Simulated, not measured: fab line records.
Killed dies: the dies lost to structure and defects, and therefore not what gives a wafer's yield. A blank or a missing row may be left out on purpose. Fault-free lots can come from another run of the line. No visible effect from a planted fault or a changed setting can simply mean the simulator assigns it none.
Comparing a struck lot with a sound one | flow sfq-line | 42 steps out of a route of 325
Sound: the wafers L459.2, L459.5, L459.6. Struck: wafer L469.1 (L469.2, L469.6, from the same lot, were not struck and are left out); the cause is given at the end.
At each step with rows: each side's tool, then ch and its chambers, then its first start. Under that, the readings that differ: sound wafers | struck wafers | difference of the means | sigmas: that difference in standard deviations of wafers without a fault.
alike: same words and numbers on both sides, and readings whose means sit less than 2 such deviations apart. not compared: any withheld reading, any reading some wafer has no value for, any bound like >300 that may hide the same value, and any number with overlapping values for which the record gives no deviation.
A row with sigmas, a row that says differs or no value, or rows on one side alone: a step with any of these is where the two part. Non-overlapping numbers with no deviation appear without sigmas and do not part them. A reading missing from all wafers of one side parts the sides only when that side holds two or more wafers.

first, 6 steps without rows for these wafers: SFQ_TRILAYER_M0_LITHO_COAT_026 (resist thk 62 nm); SFQ_TRILAYER_M0_LITHO_COAT_021 (resist thk 600 nm); SFQ_TRILAYER_M0_LITHO_SOFTBAKE_025; SFQ_TRILAYER_M0_LITHO_EXPOSE_022 (exposes mask M0, target cd 500 nm); SFQ_TRILAYER_M0_LITHO_PEB_024 (peb time 62.16 s); SFQ_TRILAYER_M0_LITHO_DEVELOP_023 (time 60 s).
SFQ_M0_OVL_MEAS_906:
  struck on overlay-02, day 13 10:00; sound on overlay-01, day 8 20:26
  alike: M0_OVL
then, 1 step without rows for these wafers: SFQ_TRILAYER_M0_BARC_OPEN_METAL_ETCH_031 (etches BARC in O2, target depth 125 nm, time 41.7 s).
SFQ_TRILAYER_M0_ETCH_METAL_ETCH_024: etches Nb in Cl2/Ar, stops on SiO2, target depth 240 nm, time 120 s.
  sound on rie-metal-01 ch 0,1, day 8 20:32; struck on rie-metal-01 ch 0, day 13 10:06
  reading               | sound             | struck | difference | sigmas
  oes-product-au (a.u.) | 0.884 0.892 0.887 | 0.905  | +0.017     | +2
  alike: drypump-motor-current-A
  not compared: rf-hours-counter-h
SFQ_TRILAYER_M0_STRIP_STRIP_025: strips in O2.
  sound on rie-metal-01 ch 0,1, day 8 20:39; struck on rie-metal-01 ch 0, day 13 10:13
  alike: drypump-motor-current-A, oes-product-au
  not compared: rf-hours-counter-h
then, 2 steps without rows for these wafers: SFQ_TRILAYER_M0_STRIP_SOLV_CLEAN_026 (cleans in NMP, time 600 s); SFQ_TRILAYER_I0_DEP_PECVD_027 (deposits SiO2 from SiH4/N2O, time 111.11 s, target thk 500 nm).
SFQ_TRILAYER_I0_CMP_CMP_028: polishes SiO2.
  sound on cmp-02 ch 0,1,3, day 8 22:31; struck on cmp-02 ch 1, day 13 12:35
  reading                                             | sound           | struck | difference | sigmas
  time-to-endpoint-s (s)                              | 228 211 223     | 277    | +56        | +7
  model.SiO2_of_TRILAYER_I0_DEP_PECVD_027.thk-nm (nm) | 200.2 200 200.9 | 307.6  | +107.2     |
  alike: motor-current-A
SFQ_I0_BOW_MEAS_907:
  struck on film-metro-02, day 13 14:05; sound on film-metro-04, day 9 00:32
  alike: I0_BOW
SFQ_TRILAYER_I0_METRO_MEASURE_029:
  struck on film-metro-02, day 13 14:13; sound on film-metro-04, day 9 00:50
  reading     | sound             | struck | difference | sigmas
  thk-nm (nm) | 200.2 199.9 201.1 | 307.7  | +107.3     | +89
then, 6 steps without rows for these wafers: SFQ_TRILAYER_I0_VIA_LITHO_COAT_036 (resist thk 62 nm); SFQ_TRILAYER_I0_VIA_LITHO_COAT_031 (resist thk 650 nm); SFQ_TRILAYER_I0_VIA_LITHO_SOFTBAKE_035; SFQ_TRILAYER_I0_VIA_LITHO_EXPOSE_032 (exposes mask I0, target cd 500 nm); SFQ_TRILAYER_I0_VIA_LITHO_PEB_034 (peb time 60 s); SFQ_TRILAYER_I0_VIA_LITHO_DEVELOP_033 (time 60 s).
-- the record jumps here: 4 days lie between the struck wafers' starts before and after --
SFQ_I0_OVL_MEAS_908:
  struck on overlay-02, day 17 11:04; sound on overlay-02, day 13 16:30
  reading     | sound | struck | difference | sigmas
  I0_OVL (nm) | 4 5 1 | -7     | -10        | -2
then, 1 step without rows for these wafers: SFQ_TRILAYER_I0_VIA_BARC_OPEN_VIA_ETCH_046 (etches BARC in O2, target depth 125 nm, time 41.7 s).
SFQ_TRILAYER_I0_VIA_ETCH_VIA_ETCH_034: etches SiO2 in CHF3, stops on Nb, target depth 260 nm.
  sound on rie-diel-01 ch 0,1,2, day 13 16:34; struck on rie-diel-02 ch 0, day 17 11:09
  reading                        | sound             | struck | difference | sigmas
  drypump-motor-current-A (A)    | 6.4 5.9 6.1       | 5.1    | -1.0       | -3
  oes-product-au (a.u.)          | 0.855 0.854 0.852 | 0.998  | +0.144     | +25
  model.etch.depth-nm (nm)       | 200.2 200 200.9   | 259.7  | +59.3      |
  model.I0.feature-depth-nm (nm) | 200.2 200 200.9   | 259.7  | +59.3      |
SFQ_TRILAYER_I0_VIA_STRIP_STRIP_035: strips in O2.
  sound on rie-metal-01 ch 0,1, day 13 16:41; struck on rie-metal-03 ch 1, day 17 11:16
  alike: drypump-motor-current-A, oes-product-au
  not compared: rf-hours-counter-h
then, 2 steps without rows for these wafers: SFQ_TRILAYER_I0_VIA_STRIP_SOLV_CLEAN_036 (cleans in NMP, time 600 s); SFQ_TRILAYER_M1_DEP_PRE_CLEAN_038 (time 22.5 s).
SFQ_TRILAYER_M1_DEP_SPUTTER_037: material Nb, target thk 200 nm, time 133.3 s.
  struck on pvd-sputter-06, day 17 12:16; sound on pvd-sputter-03, day 13 17:30
  alike: throttle-valve-pct
SFQ_M1_RS_MEAS_909: uses a four-point probe to measure.
  struck on film-metro-04, day 17 12:22; sound on film-metro-02, day 13 17:37
  alike: M1_NB_RS
then, 6 steps without rows for these wafers: SFQ_TRILAYER_M1_LITHO_COAT_044 (resist thk 62 nm); SFQ_TRILAYER_M1_LITHO_COAT_039 (resist thk 600 nm); SFQ_TRILAYER_M1_LITHO_SOFTBAKE_043; SFQ_TRILAYER_M1_LITHO_EXPOSE_040 (exposes mask M1, target cd 500 nm); SFQ_TRILAYER_M1_LITHO_PEB_042 (peb time 60 s); SFQ_TRILAYER_M1_LITHO_DEVELOP_041 (time 60 s).
-- the record jumps here: 6 days lie between the struck wafers' starts before and after --
SFQ_M1_OVL_MEAS_911:
  struck on overlay-01, day 23 17:06; sound on overlay-01, day 18 13:44
  reading     | sound    | struck | difference | sigmas
  M1_OVL (nm) | -4 -10 2 | 5      | +9         | +2
SFQ_TRILAYER_M1_BARC_OPEN_METAL_ETCH_054: etches BARC in O2, target depth 125 nm, time 41.7 s.
  sound on rie-metal-03 ch 0,1, day 18 13:46; struck on rie-metal-02 ch 0, day 23 17:08
  alike: drypump-motor-current-A, oes-product-au
  not compared: rf-hours-counter-h
SFQ_TRILAYER_M1_ETCH_METAL_ETCH_042: etches Nb in Cl2/Ar, stops on SiO2, target depth 240 nm, time 120 s.
  sound on rie-metal-03 ch 0,1, day 18 13:49; struck on rie-metal-02 ch 0, day 23 17:11
  reading                                             | sound             | struck | difference | sigmas
  model.SiO2_of_TRILAYER_I0_DEP_PECVD_027.thk-nm (nm) | 191.9 191.7 192.6 | 299.3  | +107.2     |
  alike: drypump-motor-current-A, oes-product-au
  not compared: rf-hours-counter-h
then, 3 steps without rows for these wafers: SFQ_TRILAYER_M1_STRIP_STRIP_043 (strips in O2); SFQ_TRILAYER_M1_STRIP_SOLV_CLEAN_044 (cleans in NMP, time 600 s); SFQ_TRILAYER_I1_DEP_PECVD_045 (deposits SiO2 from SiH4/N2O, time 111.11 s, target thk 500 nm).
-- the record jumps here: 67 days lie between the struck wafers' starts before and after --
SFQ_M8_BOW_MEAS_951:
  struck on film-metro-03, day 90 20:00; sound on film-metro-02, day 81 15:24
  reading                 | sound            | struck | difference | sigmas
  model.etest.i0.link-ohm | 1.942 1.95 1.964 | 1e+06  | +1e+06     |
  alike: M8_BOW

WHERE THEY PART
Earliest at SFQ_TRILAYER_M0_ETCH_METAL_ETCH_024; latest, in this record, at SFQ_M1_OVL_MEAS_911. Later steps at which nothing parts them and some readings are alike: SFQ_TRILAYER_M1_BARC_OPEN_METAL_ETCH_054, SFQ_TRILAYER_M1_ETCH_METAL_ETCH_042, SFQ_M8_BOW_MEAS_951.

WHY: what had been put in by the simulator
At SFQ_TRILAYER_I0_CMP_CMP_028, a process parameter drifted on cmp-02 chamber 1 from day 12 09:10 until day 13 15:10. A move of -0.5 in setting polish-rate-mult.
